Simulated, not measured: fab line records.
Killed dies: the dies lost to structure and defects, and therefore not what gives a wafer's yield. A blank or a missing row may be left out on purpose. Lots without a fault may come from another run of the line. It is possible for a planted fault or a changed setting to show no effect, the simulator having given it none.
The tool behind it: which one? :: flow sky130 :: 38 wafers from 13 lots sampled at 4 of the route's 708 steps

## WHAT EACH GAUGE READ, for each wafer
SKY_SONOS_ONO_THK_MEAS_01.
lot: L847
measured: day 12 16:46
on: film metro-01
SONOS_ONO_OXIDATION_THK (nm): 2.56 2.57 2.58

lot: L850
measured: day 13 14:50
on: film metro-03
SONOS_ONO_OXIDATION_THK (nm): 2.58 2.59 2.58

lot: L849
measured: day 13 16:09
on: film metro-03
SONOS_ONO_OXIDATION_THK (nm): 2.63 2.64 2.61

lot: L852
measured: day 14 06:24
on: film metro-04
SONOS_ONO_OXIDATION_THK (nm): 2.55 2.62 2.60

lot: L851
measured: day 14 07:05
on: film metro-04
SONOS_ONO_OXIDATION_THK (nm): 2.58 2.55 2.57

lot: L856
measured: day 15 04:50
on: film metro-01
SONOS_ONO_OXIDATION_THK (nm): 2.47 2.60 2.60

lot: L860
measured: day 15 21:14
on: film metro-04
SONOS_ONO_OXIDATION_THK (nm): 2.61 2.61 2.65

lot: L859
measured: day 15 22:35
on: film metro-04
SONOS_ONO_OXIDATION_THK (nm): 2.57 2.52 2.55

lot: L861
measured: day 16 08:35
on: film metro-03
SONOS_ONO_OXIDATION_THK (nm): 2.62 2.56

lot: L863
measured: day 17 00:53
on: film metro-01
SONOS_ONO_OXIDATION_THK (nm): 2.56 2.57 2.58

lot: L865
measured: day 17 21:38
on: film metro-04
SONOS_ONO_OXIDATION_THK (nm): 2.66 2.58 2.64

lot: L866
measured: day 17 21:38
on: film metro-01
SONOS_ONO_OXIDATION_THK (nm): 2.60 2.61 2.63

lot: L870
measured: day 19 08:49
on: film metro-01
SONOS_ONO_OXIDATION_THK (nm): 2.63 2.67 2.59

SKY_POLY_GATE_CD_MEAS_13 targets a cd of 150 nm.
lot: L847
measured: day 17 18:12
on: cd sem-01
cd nm (nm): 150.8 150.2 150.8

lot: L850
measured: day 18 19:37
on: cd sem-02
cd nm (nm): 149.8 150.2 149.4

lot: L849
measured: day 18 19:15
on: cd sem-02
cd nm (nm): 147.2 149.9 147.1

lot: L852
measured: day 19 08:51
on: cd sem-02
cd nm (nm): 149.9 149.3 149.9

lot: L851
measured: day 19 18:08
on: cd sem-01
cd nm (nm): 151.3 151.3 152.7

lot: L856
measured: day 20 21:14
on: cd sem-02
cd nm (nm): 148.7 146.8 148.3

lot: L860
measured: day 21 06:08
on: cd sem-01
cd nm (nm): 152.3 151.8 152.4

lot: L859
measured: day 21 13:36
on: cd sem-02
cd nm (nm): 150.0 150.3 150.0

lot: L861
measured: day 22 08:14
on: cd sem-01
cd nm (nm): 153.5 150.7

lot: L863
measured: day 22 16:52
on: cd sem-01
cd nm (nm): 150.0 148.4 148.7

lot: L865
measured: day 23 08:39
on: cd sem-01
cd nm (nm): 150.0 149.8 150.6

lot: L866
measured: day 23 09:50
on: cd sem-02
cd nm (nm): 149.0 148.4 149.0

lot: L870
measured: day 24 17:51
on: cd sem-01
cd nm (nm): 149.5 148.9 149.2

## WHAT TOOL EACH LOT RAN ON (gives the tool, then ch and the chambers of the sampled wafers, and finally the start)
lot: L847
SKY_POLY_GATE_IMPLANT_02: implanter-03 ch 0, day 16 08:54
SKY_RES_PROTECT_STRIP_07: plasma asher-04 ch 0,1, day 16 09:03

lot: L850
SKY_POLY_GATE_IMPLANT_02: implanter-04 ch 0, day 17 10:31
SKY_RES_PROTECT_STRIP_07: plasma asher-04 ch 0,1, day 17 10:39

lot: L849
SKY_POLY_GATE_IMPLANT_02: implanter-01 ch 0, day 17 12:00
SKY_RES_PROTECT_STRIP_07: plasma asher-01 ch 0,1, day 17 12:09

lot: L852
SKY_POLY_GATE_IMPLANT_02: implanter-01 ch 0, day 18 02:14
SKY_RES_PROTECT_STRIP_07: plasma asher-03 ch 0,1, day 18 02:23

lot: L851
SKY_POLY_GATE_IMPLANT_02: implanter-01 ch 0, day 18 07:11
SKY_RES_PROTECT_STRIP_07: plasma asher-04 ch 1, day 18 07:20

lot: L856
SKY_POLY_GATE_IMPLANT_02: implanter-04 ch 0, day 19 12:18
SKY_RES_PROTECT_STRIP_07: plasma asher-04 ch 0,1, day 19 12:32

lot: L860
SKY_POLY_GATE_IMPLANT_02: implanter-04 ch 0, day 19 22:03
SKY_RES_PROTECT_STRIP_07: plasma asher-01 ch 0,1, day 19 22:12

lot: L859
SKY_POLY_GATE_IMPLANT_02: implanter-04 ch 0, day 20 05:14
SKY_RES_PROTECT_STRIP_07: plasma asher-01 ch 0,1, day 20 05:23

lot: L861
SKY_POLY_GATE_IMPLANT_02: implanter-04 ch 0, day 20 22:29
SKY_RES_PROTECT_STRIP_07: plasma asher-04 ch 0,1, day 20 22:38

lot: L863
SKY_POLY_GATE_IMPLANT_02: implanter-03 ch 0, day 21 09:40
SKY_RES_PROTECT_STRIP_07: plasma asher-03 ch 0,1, day 21 09:47

lot: L865
SKY_POLY_GATE_IMPLANT_02: implanter-03 ch 0, day 22 00:23
SKY_RES_PROTECT_STRIP_07: plasma asher-01 ch 0,1, day 22 00:32

lot: L866
SKY_POLY_GATE_IMPLANT_02: implanter-01 ch 0, day 22 01:36
SKY_RES_PROTECT_STRIP_07: plasma asher-04 ch 0,1, day 22 01:45

lot: L870
SKY_POLY_GATE_IMPLANT_02: implanter-04 ch 0, day 23 10:33
SKY_RES_PROTECT_STRIP_07: plasma asher-03 ch 0,1, day 23 10:42
- SKY_POLY_GATE_IMPLANT_02
- SKY_RES_PROTECT_STRIP_07: strips in O2/N2.

## WHAT THE TOOLS THEMSELVES READ (means of the sampled wafers that have a number; where no wafer has one, the mark that the record gives instead)
SKY_RES_PROTECT_STRIP_07.
lot: L847
tool: plasma asher-04
drypump motor current A (A): 5.7
oes product au (a.u.): 0.519
strip time to endpoint s (s): 23.25

lot: L850
tool: plasma asher-04
drypump motor current A (A): 5.7
oes product au (a.u.): 0.515
strip time to endpoint s (s): 23.30

lot: L849
tool: plasma asher-01
drypump motor current A (A): 5.6
oes product au (a.u.): 0.515
strip time to endpoint s (s): 23.23

lot: L852
tool: plasma asher-03
drypump motor current A (A): 5.8
oes product au (a.u.): 0.519
strip time to endpoint s (s): 23.29

lot: L851
tool: plasma asher-04
drypump motor current A (A): 6.0
oes product au (a.u.): 0.519
strip time to endpoint s (s): 23.29

lot: L856
tool: plasma asher-04
drypump motor current A (A): 5.7
oes product au (a.u.): 0.519
strip time to endpoint s (s): 23.27

lot: L860
tool: plasma asher-01
drypump motor current A (A): 5.9
oes product au (a.u.): 0.518
strip time to endpoint s (s): 23.05

lot: L859
tool: plasma asher-01
drypump motor current A (A): 5.9
oes product au (a.u.): 0.521
strip time to endpoint s (s): 23.02

lot: L861
tool: plasma asher-04
drypump motor current A (A): 5.6
oes product au (a.u.): 0.523
strip time to endpoint s (s): 22.99

lot: L863
tool: plasma asher-03
drypump motor current A (A): 6.0
oes product au (a.u.): 0.516
strip time to endpoint s (s): 23.22

lot: L865
tool: plasma asher-01
drypump motor current A (A): 5.9
oes product au (a.u.): 0.512
strip time to endpoint s (s): 23.29

lot: L866
tool: plasma asher-04
drypump motor current A (A): 5.7
oes product au (a.u.): 0.518
strip time to endpoint s (s): 23.19

lot: L870
tool: plasma asher-03
drypump motor current A (A): 6.0
oes product au (a.u.): 0.516
strip time to endpoint s (s): 23.26

## THE ANSWER, worked out from the rows above alone
Rule: the usual values come from the lots themselves. The widest of any qualifying gaps counts: lots, ordered by their means at a reading, are off when they make up no more than a third of the lots, leave a main group of 4 or more, and stand apart from it by 3 or more times the standard deviation of that group's means. A main group is skipped when, at the precision printed for the reading in the tables above, its means are all equal. Also off: a lot with no number at a reading for which 4 or more lots have one. All remaining lots with rows at the step are treated as sound. Order of review: gauges by route order, followed by the tools' own readings, for which a lot's mean as printed above is used. The first step at which some lot is off is used, and at that step the reading that is off furthest; a lot without a number counts as furthest.
Off, at SKY_RES_PROTECT_STRIP_07 on strip time to endpoint s: L860, L859, L861. The main group: mean 23.26 s, standard deviation 0.034.
If a tool, at that step or one of the process steps before it, ran each lot that is off and ran no sound lot following the first of them, it fits. Not one of the candidates tried fits.

## WHAT THE SIMULATOR PUT IN
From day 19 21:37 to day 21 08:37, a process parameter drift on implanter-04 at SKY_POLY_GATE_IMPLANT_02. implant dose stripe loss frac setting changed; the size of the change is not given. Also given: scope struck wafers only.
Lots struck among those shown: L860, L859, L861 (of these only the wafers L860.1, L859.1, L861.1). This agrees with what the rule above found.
